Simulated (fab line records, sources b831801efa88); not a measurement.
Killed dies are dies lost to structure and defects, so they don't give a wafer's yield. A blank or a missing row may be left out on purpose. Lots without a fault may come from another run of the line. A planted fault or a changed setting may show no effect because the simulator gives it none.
Tool commonality check | flow sky130 | 13 lots, 39 wafers sampled

WHY IT WAS OPENED
At SKY_VT_ADJUST_HVTP_TW_MEAS_11 the reading VT_ADJUST_HVTP_TW is flagged on 1 of 13 lots. Wafers without a fault read 1366, standard deviation 7.6.
Rule: a lot is flagged when every wafer of it that has a number lies more than 4 standard deviations from that mean, or none has a number. The other lots count as sound.

lot  | measured     | on            | VT_ADJUST_HVTP_TW, wafer by wafer | flag
L991 | day 6 15:02  | film_metro-02 | 1360 1365 1362                    |
L992 | day 6 16:25  | film_metro-04 | 1381 1369 1379                    |
L993 | day 6 23:57  | film_metro-04 | 1368 1377 1374                    |
L994 | day 7 12:02  | film_metro-01 | 1368 1362 1356                    |
L995 | day 7 17:25  | film_metro-01 | 1367 1357 1358                    |
L996 | day 7 21:01  | film_metro-01 | 1364 1366 1365                    |
L997 | day 8 01:53  | film_metro-02 | 1369 1365 1369                    |
L998 | day 8 09:16  | film_metro-01 | 1363 1367 1361                    |
L999 | day 8 15:32  | film_metro-01 | 1366 1361 1367                    |
L101 | day 9 02:08  | film_metro-02 | 30 30 30                          | FLAGGED
L106 | day 10 16:59 | film_metro-01 | 1365 1367 1360                    |
L111 | day 11 17:42 | film_metro-02 | 1366 1370 1368                    |
L112 | day 12 03:32 | film_metro-02 | 1356 1354 1355                    |
The numbers of the flagged lots are 30 on average: -1336 against the usual, or -99 or more standard deviations.

WHICH TOOL RAN EACH LOT
The record holds 3 process steps before the reading, out of a route of 708 steps. In each cell: the tool, then ch and the chambers that the sampled wafers went through, then the start.
lot  | flag    | SKY_FIELD_ISO_ETCH_14             | SKY_NWELL_STRIP_25                   | SKY_VT_ADJUST_HVTP_STRIP_10
L991 |         | rie_diel-03 ch 0,2,3, day 2 15:29 | plasma_asher-02 ch 0,1, day 5 19:44  | plasma_asher-04 ch 0,1, day 6 14:56
L992 |         | rie_diel-02 ch 0,1, day 2 19:46   | plasma_asher-01 ch 0,1, day 5 22:02  | plasma_asher-03 ch 0,1, day 6 16:19
L993 |         | rie_diel-01 ch 2,3, day 3 02:25   | plasma_asher-02 ch 0,1, day 6 04:19  | plasma_asher-02 ch 0,1, day 6 23:51
L994 |         | rie_diel-03 ch 2,3, day 3 11:11   | plasma_asher-04 ch 1, day 6 15:55    | plasma_asher-04 ch 0,1, day 7 11:56
L995 |         | rie_diel-01 ch 0,2, day 3 14:01   | plasma_asher-01 ch 1, day 6 20:50    | plasma_asher-04 ch 0, day 7 17:19
L996 |         | rie_diel-01 ch 1,2,3, day 3 17:19 | plasma_asher-01 ch 0,1, day 7 00:35  | plasma_asher-03 ch 0,1, day 7 20:55
L997 |         | rie_diel-01 ch 0,1,2, day 3 23:05 | plasma_asher-04 ch 0,1, day 7 05:38  | plasma_asher-03 ch 0,1, day 8 01:46
L998 |         | rie_diel-03 ch 0,1,3, day 4 03:22 | plasma_asher-02 ch 0,1, day 7 12:10  | plasma_asher-03 ch 0,1, day 8 09:09
L999 |         | rie_diel-01 ch 0,1,2, day 4 09:14 | plasma_asher-01 ch 0,1, day 7 18:38  | plasma_asher-03 ch 0,1, day 8 15:26
L101 | FLAGGED | rie_diel-01 ch 0,2, day 4 18:35   | plasma_asher-04 ch 0,1, day 8 04:19  | plasma_asher-04 ch 0,1, day 9 02:02
L106 |         | rie_diel-03 ch 0,3, day 5 22:25   | plasma_asher-02 ch 0,1, day 9 18:55  | plasma_asher-03 ch 0,1, day 10 16:53
L111 |         | rie_diel-02 ch 0,2,3, day 6 23:02 | plasma_asher-04 ch 0,1, day 10 17:59 | plasma_asher-02 ch 0,1, day 11 17:35
L112 |         | rie_diel-03 ch 1,2, day 7 06:25   | plasma_asher-04 ch 0,1, day 11 03:01 | plasma_asher-03 ch 0,1, day 12 03:25
What these steps do:
- SKY_FIELD_ISO_ETCH_14: etches BARC in N2/H2, stops on SiO2, time 45.9 s, target depth 60 nm.
- SKY_NWELL_STRIP_25: strips in O2/N2.
- SKY_VT_ADJUST_HVTP_STRIP_10: strips in O2/N2.
- SKY_VT_ADJUST_HVTP_TW_MEAS_11

FLAGGED OVER TOTAL, TOOL BY TOOL (the gauges that took the reading come last)
step                          | tool            | lots run | flagged | share of the flagged lots | sound lots run after its first flagged lot
SKY_FIELD_ISO_ETCH_14         | rie_diel-01     | 6        | 1       | all                       | 0
SKY_FIELD_ISO_ETCH_14         | rie_diel-02     | 2        | 0       | none                      | -
SKY_FIELD_ISO_ETCH_14         | rie_diel-03     | 5        | 0       | none                      | -
SKY_NWELL_STRIP_25            | plasma_asher-01 | 4        | 0       | none                      | -
SKY_NWELL_STRIP_25            | plasma_asher-02 | 4        | 0       | none                      | -
SKY_NWELL_STRIP_25            | plasma_asher-04 | 5        | 1       | all                       | 2 (L111,L112)
SKY_VT_ADJUST_HVTP_STRIP_10   | plasma_asher-02 | 2        | 0       | none                      | -
SKY_VT_ADJUST_HVTP_STRIP_10   | plasma_asher-03 | 7        | 0       | none                      | -
SKY_VT_ADJUST_HVTP_STRIP_10   | plasma_asher-04 | 4        | 1       | all                       | 0
SKY_VT_ADJUST_HVTP_TW_MEAS_11 | film_metro-01   | 6        | 0       | none                      | -
SKY_VT_ADJUST_HVTP_TW_MEAS_11 | film_metro-02   | 5        | 1       | all                       | 2 (L111,L112)
SKY_VT_ADJUST_HVTP_TW_MEAS_11 | film_metro-04   | 2        | 0       | none                      | -

WHAT THE TABLE ALLOWS
4 rows of the table ran every flagged lot: rie_diel-01 at SKY_FIELD_ISO_ETCH_14, plasma_asher-04 at SKY_NWELL_STRIP_25, plasma_asher-04 at SKY_VT_ADJUST_HVTP_STRIP_10, film_metro-02 at SKY_VT_ADJUST_HVTP_TW_MEAS_11.
- rie_diel-01 at SKY_FIELD_ISO_ETCH_14: 1 of its 6 lots flagged. Its last sound lot is L999 (day 4 09:14), its first flagged lot L101 (day 4 18:35): a fault that began between those two fits.
- plasma_asher-04 at SKY_NWELL_STRIP_25: 1 of its 5 lots flagged. Sound lots ran on it after the first flagged one (L111, L112), which a lasting fault on the whole tool wouldn't allow. Its own readings lie more than 4 standard deviations out on every wafer of the flagged lots: oes_product_au.
- plasma_asher-04 at SKY_VT_ADJUST_HVTP_STRIP_10: 1 of its 4 lots flagged. Its last sound lot is L995 (day 7 17:19), its first flagged lot L101 (day 9 02:02): a fault that began between those two fits. Its own readings lie more than 4 standard deviations out on every wafer of the flagged lots: strip_time_to_endpoint_s.
- film_metro-02 at SKY_VT_ADJUST_HVTP_TW_MEAS_11: 1 of its 5 lots flagged. Sound lots ran on it after the first flagged one (L111, L112), which a lasting fault on the whole tool wouldn't allow.
Counting lots can't tell these 2 tools apart, because each fits a fault that began at some hour. More lots, or a look at what each step does to the wafer, might.

WHAT THE SIMULATOR HAD PUT IN
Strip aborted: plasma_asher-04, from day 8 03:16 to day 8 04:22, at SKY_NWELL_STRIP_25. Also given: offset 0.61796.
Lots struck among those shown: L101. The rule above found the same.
